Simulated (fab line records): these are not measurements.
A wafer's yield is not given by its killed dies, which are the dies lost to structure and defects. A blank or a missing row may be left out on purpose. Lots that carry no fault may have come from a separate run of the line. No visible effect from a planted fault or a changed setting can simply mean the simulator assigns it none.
Which tool did it? / flow sky130 / 13 lots, 39 wafers sampled, at 5 steps of a route of 708

WHAT THE GAUGES SHOWED, per wafer
SKY_VT_ADJUST_HVTP_OVL_MEAS_08.
lot=L890; measured=day 6 05:55; on=overlay-01; VT_ADJUST_HVTP_OVL (nm)=-1.8 -2.2 -1.6
lot=L892; measured=day 6 17:36; on=overlay-01; VT_ADJUST_HVTP_OVL (nm)=-0.5 0.8 0.2
lot=L894; measured=day 7 07:58; on=overlay-02; VT_ADJUST_HVTP_OVL (nm)=0.2 1.4 0.7
lot=L896; measured=day 7 20:22; on=overlay-01; VT_ADJUST_HVTP_OVL (nm)=-1.2 -0.4 -1.3
lot=L898; measured=day 8 06:42; on=overlay-02; VT_ADJUST_HVTP_OVL (nm)=-2.0 -2.0 -3.3
lot=L899; measured=day 8 15:54; on=overlay-02; VT_ADJUST_HVTP_OVL (nm)=-0.3 0.6 -1.0
lot=L900; measured=day 8 17:27; on=overlay-02; VT_ADJUST_HVTP_OVL (nm)=-1.9 0.5 0.6
lot=L901; measured=day 9 02:39; on=overlay-01; VT_ADJUST_HVTP_OVL (nm)=-0.3 -0.4 0.1
lot=L903; measured=day 9 10:49; on=overlay-01; VT_ADJUST_HVTP_OVL (nm)=-1.3 -0.4 -0.9
lot=L907; measured=day 10 14:23; on=overlay-01; VT_ADJUST_HVTP_OVL (nm)=0.7 0.2 0.9
lot=L909; measured=day 11 05:28; on=overlay-01; VT_ADJUST_HVTP_OVL (nm)=-0.3 0.6 -0.7
lot=L910; measured=day 11 13:52; on=overlay-02; VT_ADJUST_HVTP_OVL (nm)=-1.6 -2.3 -1.1
lot=L913; measured=day 12 06:32; on=overlay-02; VT_ADJUST_HVTP_OVL (nm)=-1.5 -0.3 -1.1

SKY_VT_ADJUST_HVTP_TW_MEAS_11.
lot=L890; measured=day 6 06:12; on=film metro-02; VT_ADJUST_HVTP_TW=1341 1344 1340
lot=L892; measured=day 6 17:53; on=film metro-01; VT_ADJUST_HVTP_TW=1343 1347 1346
lot=L894; measured=day 7 08:15; on=film metro-01; VT_ADJUST_HVTP_TW=1347 1358 1358
lot=L896; measured=day 7 20:39; on=film metro-01; VT_ADJUST_HVTP_TW=1358 1349 1356
lot=L898; measured=day 8 06:59; on=film metro-03; VT_ADJUST_HVTP_TW=1356 1362 1359
lot=L899; measured=day 8 16:11; on=film metro-02; VT_ADJUST_HVTP_TW=1340 1349 1344
lot=L900; measured=day 8 17:44; on=film metro-03; VT_ADJUST_HVTP_TW=1359 1366 1360
lot=L901; measured=day 9 02:57; on=film metro-03; VT_ADJUST_HVTP_TW=1358 1353 1349
lot=L903; measured=day 9 11:07; on=film metro-02; VT_ADJUST_HVTP_TW=1348 1351 1345
lot=L907; measured=day 10 14:40; on=film metro-01; VT_ADJUST_HVTP_TW=1362 1358 1356
lot=L909; measured=day 11 05:45; on=film metro-03; VT_ADJUST_HVTP_TW=1352 1360 1350
lot=L910; measured=day 11 14:09; on=film metro-03; VT_ADJUST_HVTP_TW=1361 1361 1358
lot=L913; measured=day 12 06:49; on=film metro-03; VT_ADJUST_HVTP_TW=1358 1360 1356

SKY_LDD_LDN_TW_MEAS_13.
lot=L890; measured=day 23 08:29; on=film metro-03; LDD_LDN_TW=1483 1486 1486
lot=L892; measured=day 23 22:26; on=film metro-03; LDD_LDN_TW=1488 1481 1477
lot=L894; measured=day 25 02:33; on=film metro-03; LDD_LDN_TW=1482 1484 1479
lot=L896; measured=day 25 16:00; on=film metro-03; LDD_LDN_TW=1485 1490 1479
lot=L898; measured=day 26 05:51; on=film metro-04; LDD_LDN_TW=1509 1501 1504
lot=L899; measured=day 26 14:32; on=film metro-04; LDD_LDN_TW=1505 1506 1497
lot=L900; measured=day 26 16:14; on=film metro-04; LDD_LDN_TW=1499 1503 1496
lot=L901; measured=day 27 09:37; on=film metro-03; LDD_LDN_TW=1481 1485 1488
lot=L903; measured=day 27 20:29; on=film metro-03; LDD_LDN_TW=1484 1485 1488
lot=L907; measured=day 29 00:14; on=film metro-04; LDD_LDN_TW=1486 1494 1487
lot=L909; measured=day 29 14:15; on=film metro-03; LDD_LDN_TW=1421 1419 1428
lot=L910; measured=day 30 07:02; on=film metro-04; LDD_LDN_TW=1432 1434 1438
lot=L913; measured=day 30 16:24; on=film metro-03; LDD_LDN_TW=1474 1483 1486

WHICH TOOL RAN EACH LOT (tool, then ch and the chambers of the sampled wafers, then the start)
lot=L890; SKY_LDD_LDN_IMPLANT_10=implanter-01 ch 0, day 23 08:05; SKY_LDD_LDN_STRIP_12=plasma asher-02 ch 0,1, day 23 08:22
lot=L892; SKY_LDD_LDN_IMPLANT_10=implanter-01 ch 0, day 23 22:02; SKY_LDD_LDN_STRIP_12=plasma asher-04 ch 0,1, day 23 22:20
lot=L894; SKY_LDD_LDN_IMPLANT_10=implanter-01 ch 0, day 25 02:10; SKY_LDD_LDN_STRIP_12=plasma asher-02 ch 0,1, day 25 02:26
lot=L896; SKY_LDD_LDN_IMPLANT_10=implanter-01 ch 0, day 25 15:37; SKY_LDD_LDN_STRIP_12=plasma asher-04 ch 0,1, day 25 15:53
lot=L898; SKY_LDD_LDN_IMPLANT_10=implanter-02 ch 0, day 26 05:27; SKY_LDD_LDN_STRIP_12=plasma asher-04 ch 0,1, day 26 05:45
lot=L899; SKY_LDD_LDN_IMPLANT_10=implanter-01 ch 0, day 26 14:08; SKY_LDD_LDN_STRIP_12=plasma asher-02 ch 0,1, day 26 14:26
lot=L900; SKY_LDD_LDN_IMPLANT_10=implanter-01 ch 0, day 26 15:50; SKY_LDD_LDN_STRIP_12=plasma asher-02 ch 0,1, day 26 16:08
lot=L901; SKY_LDD_LDN_IMPLANT_10=implanter-01 ch 0, day 27 09:14; SKY_LDD_LDN_STRIP_12=plasma asher-04 ch 0,1, day 27 09:31
lot=L903; SKY_LDD_LDN_IMPLANT_10=implanter-02 ch 0, day 27 20:07; SKY_LDD_LDN_STRIP_12=plasma asher-04 ch 0,1, day 27 20:24
lot=L907; SKY_LDD_LDN_IMPLANT_10=implanter-02 ch 0, day 28 23:50; SKY_LDD_LDN_STRIP_12=plasma asher-03 ch 0,1, day 29 00:07
lot=L909; SKY_LDD_LDN_IMPLANT_10=implanter-02 ch 0, day 29 13:52; SKY_LDD_LDN_STRIP_12=plasma asher-04 ch 0,1, day 29 14:08
lot=L910; SKY_LDD_LDN_IMPLANT_10=implanter-02 ch 0, day 30 06:38; SKY_LDD_LDN_STRIP_12=plasma asher-04 ch 0,1, day 30 06:55
lot=L913; SKY_LDD_LDN_IMPLANT_10=implanter-01 ch 0, day 30 16:00; SKY_LDD_LDN_STRIP_12=plasma asher-04 ch 0,1, day 30 16:18
- SKY_LDD_LDN_IMPLANT_10
- SKY_LDD_LDN_STRIP_12: strips in O2/N2.

AS READ BY THE TOOLS THEMSELVES (means over the sampled wafers that have a number; for cases with no such wafer, the mark the record gives instead)
SKY_LDD_LDN_IMPLANT_10.
lot=L890; tool=implanter-01; dose ions cm2=1.25e+13; faraday current uA=70.3
lot=L892; tool=implanter-01; dose ions cm2=1.25e+13; faraday current uA=69.9
lot=L894; tool=implanter-01; dose ions cm2=1.25e+13; faraday current uA=70.2
lot=L896; tool=implanter-01; dose ions cm2=1.25e+13; faraday current uA=70.4
lot=L898; tool=implanter-02; dose ions cm2=1.25e+13; faraday current uA=71.2
lot=L899; tool=implanter-01; dose ions cm2=1.25e+13; faraday current uA=70.8
lot=L900; tool=implanter-01; dose ions cm2=1.25e+13; faraday current uA=70.8
lot=L901; tool=implanter-01; dose ions cm2=1.25e+13; faraday current uA=70.9
lot=L903; tool=implanter-02; dose ions cm2=1.25e+13; faraday current uA=71.0
lot=L907; tool=implanter-02; dose ions cm2=1.25e+13; faraday current uA=71.2
lot=L909; tool=implanter-02; dose ions cm2=6.34e+12; faraday current uA=35.8
lot=L910; tool=implanter-02; dose ions cm2=6.32e+12; faraday current uA=35.3
lot=L913; tool=implanter-01; dose ions cm2=1.25e+13; faraday current uA=69.5

SKY_LDD_LDN_STRIP_12.
lot=L890; tool=plasma asher-02; drypump motor current A (A)=5.5; oes product au (a.u.)=0.718; strip time to endpoint s (s)=14.19
lot=L892; tool=plasma asher-04; drypump motor current A (A)=5.2; oes product au (a.u.)=0.713; strip time to endpoint s (s)=14.21
lot=L894; tool=plasma asher-02; drypump motor current A (A)=5.5; oes product au (a.u.)=0.716; strip time to endpoint s (s)=14.20
lot=L896; tool=plasma asher-04; drypump motor current A (A)=5.2; oes product au (a.u.)=0.718; strip time to endpoint s (s)=14.11
lot=L898; tool=plasma asher-04; drypump motor current A (A)=5.2; oes product au (a.u.)=0.714; strip time to endpoint s (s)=14.26
lot=L899; tool=plasma asher-02; drypump motor current A (A)=5.5; oes product au (a.u.)=0.717; strip time to endpoint s (s)=14.15
lot=L900; tool=plasma asher-02; drypump motor current A (A)=5.6; oes product au (a.u.)=0.716; strip time to endpoint s (s)=14.14
lot=L901; tool=plasma asher-04; drypump motor current A (A)=5.2; oes product au (a.u.)=0.715; strip time to endpoint s (s)=14.24
lot=L903; tool=plasma asher-04; drypump motor current A (A)=5.2; oes product au (a.u.)=0.713; strip time to endpoint s (s)=14.18
lot=L907; tool=plasma asher-03; drypump motor current A (A)=6.2; oes product au (a.u.)=0.715; strip time to endpoint s (s)=14.12
lot=L909; tool=plasma asher-04; drypump motor current A (A)=5.2; oes product au (a.u.)=0.715; strip time to endpoint s (s)=14.12
lot=L910; tool=plasma asher-04; drypump motor current A (A)=5.2; oes product au (a.u.)=0.714; strip time to endpoint s (s)=14.22
lot=L913; tool=plasma asher-04; drypump motor current A (A)=5.2; oes product au (a.u.)=0.713; strip time to endpoint s (s)=14.16

THE ANSWER, worked out from the rows above alone
Rule: the lots themselves supply what counts as usual. Put in order of their means at a reading, lots are off if they are a third of the lots or fewer, leave a main group of 4 or more, and stand apart from it by a gap of 3 or more times the standard deviation of the main group's means; of several such gaps the widest counts. Not used: any main group whose means are identical at the precision the tables above print for the reading. A lot without any number at a reading at which 4 lots or more have one is off too. Any other lot the step has rows for is counted as sound. After the gauges, taken in route order, come the tools' own readings; for these a lot's mean is taken, as printed above. The first step at which some lot is off is used, and at that step the reading that is off furthest; a lot without a number counts as furthest.
Off: L909, L910, at SKY_LDD_LDN_TW_MEAS_13 (LDD_LDN_TW). The main group has a mean of 1489 with a standard deviation of 8.4.
If a tool, at a process step before that reading, ran all the lots that are off and no sound lot after the first of them, it fits. Not tried: the gauges at SKY_LDD_LDN_TW_MEAS_13; whatever is off there is also off at SKY_LDD_LDN_IMPLANT_10, on other tools, and gauge error can't account for it. One fits: implanter-02 at SKY_LDD_LDN_IMPLANT_10. Its last sound lot is L907 (day 28 23:50), its first lot that is off L909 (day 29 13:52): a fault that began between those two fits.
The tool's own readings at SKY_LDD_LDN_IMPLANT_10 bear it out: on the lots that are off they differ by more than 5 times the standard deviation of the sound lots' means. dose ions cm2 reads 6.33e+12 there against 1.25e+13 on the sound lots; faraday current uA reads 35.5 there against 70.6 on the sound lots.

WHAT THE SIMULATOR HAD INSERTED
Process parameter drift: implanter-02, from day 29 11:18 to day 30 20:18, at SKY_LDD_LDN_IMPLANT_10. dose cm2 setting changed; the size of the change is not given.
Struck lots among those shown: L909, L910. The rule above reached the same finding.
